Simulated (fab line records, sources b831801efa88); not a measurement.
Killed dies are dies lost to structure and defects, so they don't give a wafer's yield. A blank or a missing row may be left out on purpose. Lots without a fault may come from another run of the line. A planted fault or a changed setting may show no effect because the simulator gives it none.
One fault seen from 2 desks | flow gf180mcu | each desk has only its own numbers; what lay behind them comes last

THE TOOL OWNER'S DESK: implanter-03
The tool's own readings at GF_HV_LDD_IMPLANT_48: means of the sampled wafers that have a number, for each lot that ran on this tool. A lot is out of limits, marked OUT, if its mean lies more than 4 standard deviations from the usual mean; the brackets give that distance.
Columns: A = end_station_pressure_torr at GF_HV_LDD_IMPLANT_48, usual 5.12e-06 Torr; B = tilt_deg at GF_HV_LDD_IMPLANT_48, usual 6.999 degrees
lot  | first seen here | A        | B
L182 | day 12 16:02    | 5.18e-06 | 6.999
L187 | day 13 23:33    | 5.20e-06 | 6.983
L191 | day 15 09:48    | 5.12e-06 | 6.995
L192 | day 15 18:03    | 5.08e-06 | 7.005
L193 | day 16 03:20    | 5.06e-06 | 7.013
L196 | day 17 08:19    | 5.01e-06 | 0.009 (-99 or more) OUT
L198 | day 17 22:36    | 5.14e-06 | -0.005 (-99 or more) OUT
This desk's finding: out of limits on L196, L198; first on L196, day 17 08:19 (tilt_deg at GF_HV_LDD_IMPLANT_48). In limits: L182, L187, L191, L192, L193.

THE METROLOGY DESK
What the gauges read, lot by lot, whatever tool the lot ran on: means of the sampled wafers that have a number. A lot is out of limits, marked OUT, if its mean lies more than 4 standard deviations from the usual mean; the brackets give that distance.
Columns: A = HV_LDD_4_TW at GF_HV_LDD_TW_MEAS_50, usual 567; B = cd_nm at GF_NSD_CD_MEAS_07, usual 399.9 nm; C = SAB_CVD_00_THK at GF_SAB_THK_MEAS_01, usual 49.9 nm
lot  | first seen here | A             | B     | C
L182 | day 12 16:15    | 559           | 398.9 | 50.5
L183 | day 12 23:03    | 564           | 400.9 | 49.2
L184 | day 13 08:26    | 565           | 399.8 | 49.8
L187 | day 13 23:45    | 561           | 397.2 | 51.1
L188 | day 14 04:26    | 573           | 401.9 | 50.3
L190 | day 15 05:38    | 573           | 399.2 | 49.8
L191 | day 15 10:03    | 564           | 400.1 | 50.1
L192 | day 15 18:18    | 563           | 401.0 | 49.5
L193 | day 16 03:35    | 569           | 398.1 | 50.2
L196 | day 17 08:34    | 514 (-11) OUT | 400.8 | 49.3
L197 | day 17 10:50    | 566           | 401.9 | 49.8
L198 | day 17 22:51    | 505 (-13) OUT | 402.8 | 50.2
L204 | day 19 19:14    | 562           | 402.4 | 50.5
This desk's finding: out of limits on L196, L198; first on L196, day 17 08:34 (HV_LDD_4_TW at GF_HV_LDD_TW_MEAS_50). In limits: L182, L183, L184, L187, L188, L190, L191, L192, L193, L197, L204.

PUT TOGETHER
The tool owner's desk could have raised an alarm at day 17 08:19, on L196, L198.
The metrology desk could have raised an alarm at day 17 08:34, on L196, L198.
Of the lots named, all ran GF_HV_LDD_IMPLANT_48 on implanter-03.

WHAT THE SIMULATOR HAD PUT IN
Process parameter drift: implanter-03, from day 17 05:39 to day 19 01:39, at GF_HV_LDD_IMPLANT_48. Setting tilt_deg, moved by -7, from 7. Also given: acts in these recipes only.
Lots struck among those shown: L196, L198.
Hours from the fault's start to each desk's first reading out of limits: the tool owner's desk, 3; the metrology desk, 3.
